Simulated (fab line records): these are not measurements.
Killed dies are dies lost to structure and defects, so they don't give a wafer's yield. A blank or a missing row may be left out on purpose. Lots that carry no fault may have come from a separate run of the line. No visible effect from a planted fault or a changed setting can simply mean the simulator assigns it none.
Struck lot and sound lot, side by side | flow sky130 | 15 steps out of a route of 708
Sound: these wafers, L530.1, L530.4, L530.5. Struck: wafer L534.2 (left out: L534.1, L534.3 of the same lot, which were not struck); the cause appears at the end.
At each step with rows: each side's tool, then ch and its chambers, then its first start. Under that, the readings that differ: sound wafers | struck wafers | difference of the means | sigmas: that difference in standard deviations of wafers without a fault.
alike: same words and numbers on both sides, and readings whose means sit less than 2 such deviations apart. not compared: any withheld reading, any reading some wafer has no value for, any bound like >300 that may hide the same value, and any number with overlapping values for which the record gives no deviation.
A row with sigmas, a row that says differs or no value, or rows on one side alone: a step with any of these is where the two part. Numbers that don't overlap but have no deviation are shown without sigmas and don't part them. Lack of a reading on every wafer of one side parts them only where that side has two or more wafers.

first, 7 steps without rows for these wafers: SKY_POLY_GATE_HMDS_06 (prime time 60 s); SKY_POLY_GATE_COAT_07 (resist thk 110 nm); SKY_POLY_GATE_COAT_08 (resist thk 450 nm); SKY_POLY_GATE_SOFTBAKE_09 (time 90 s); SKY_POLY_GATE_EXPOSE_10 (exposes mask P1M, target cd 150 nm); SKY_POLY_GATE_PEB_11; SKY_POLY_GATE_DEVELOP_12 (develop time 60 s).
SKY_POLY_GATE_CD_MEAS_13 targets a cd of 150 nm.
  sound on cd sem-01, day 16 23:10; struck on cd sem-01, day 18 09:05
  alike: cd nm
SKY_POLY_GATE_OVL_MEAS_14:
  sound on overlay-01, day 16 23:17; struck on overlay-02, day 18 09:12
  alike: POLY_GATE_OVL
SKY_POLY_GATE_ETCH_15: etches BARC in N2/H2, stops on SiO2, time 118.5 s, target depth 110 nm.
  sound on rie diel-03 ch 0,1, day 16 23:19; struck on rie diel-03 ch 3, day 18 09:14
  alike: drypump motor current A, h2 flow sccm, oes product au, throttle valve pct
  not compared: rf hours counter h
SKY_POLY_GATE_ETCH_16: etches Si3N4 in CH3F/O2, stops on poly-Si, time 147.5 s, target depth 75 nm.
  sound on rie diel-03 ch 0,1, day 16 23:24; struck on rie diel-03 ch 3, day 18 09:19
  alike: drypump motor current A, oes product au, throttle valve pct
  not compared: rf hours counter h
SKY_POLY_GATE_ETCH_17: etches poly-Si in HBr/Cl2, stops on SiO2, target depth 180 nm, time 70.5 s.
  sound on rie si-01 ch 0,2,3, day 16 23:29; struck on rie si-01 ch 2, day 18 09:25
  alike: drypump motor current A, he backside leak sccm, oes product au, throttle valve pct
  not compared: rf hours counter h
SKY_POLY_GATE_STRIP_18: strips in O2/N2.
  sound on plasma asher-02 ch 0, day 16 23:33; struck on plasma asher-03 ch 1, day 18 09:28
  reading             | sound             | struck | difference | sigmas
  n2 flow sccm (sccm) | 299.6 300.0 299.2 | 239.5  | -60.1      | -72
  alike: drypump motor current A, oes product au, strip time to endpoint s
  not compared: rf hours counter h
then, 1 step without rows for these wafers: SKY_POLY_GATE_CLEAN_19 (cleans in SC1/SC2, time 150 s).
-- here the record skips 29 days between the struck wafers' starts before and after, leaving off in module POLY_GATE and picking up in module PAD_OPEN (first step shown: number 708 of the route) --
SKY_PAD_OPEN_PROBE_99:
  sound on prober-02, day 46 12:32; struck on prober-01, day 47 12:34
  reading            | sound    | struck | difference | sigmas
  killed_at_M0_to_M3 | 42 47 38 | 64     | +22        | +3
  killed dies        | 88 88 73 | 108    | +25        | +3
  killed open        | 52 51 45 | 67     | +18        | +3
  alike: killed_at_M4_up, killed at contacts, killed at front end, killed at other, killed short

== WHERE THEY PART ==
First at SKY_POLY_GATE_STRIP_18; last, within this record, at SKY_PAD_OPEN_PROBE_99.

WHY: what had been put in by the simulator
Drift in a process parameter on plasma asher-03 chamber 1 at SKY_POLY_GATE_STRIP_18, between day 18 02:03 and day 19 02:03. Setting n2 flow sccm, moved by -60, from 300. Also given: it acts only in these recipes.
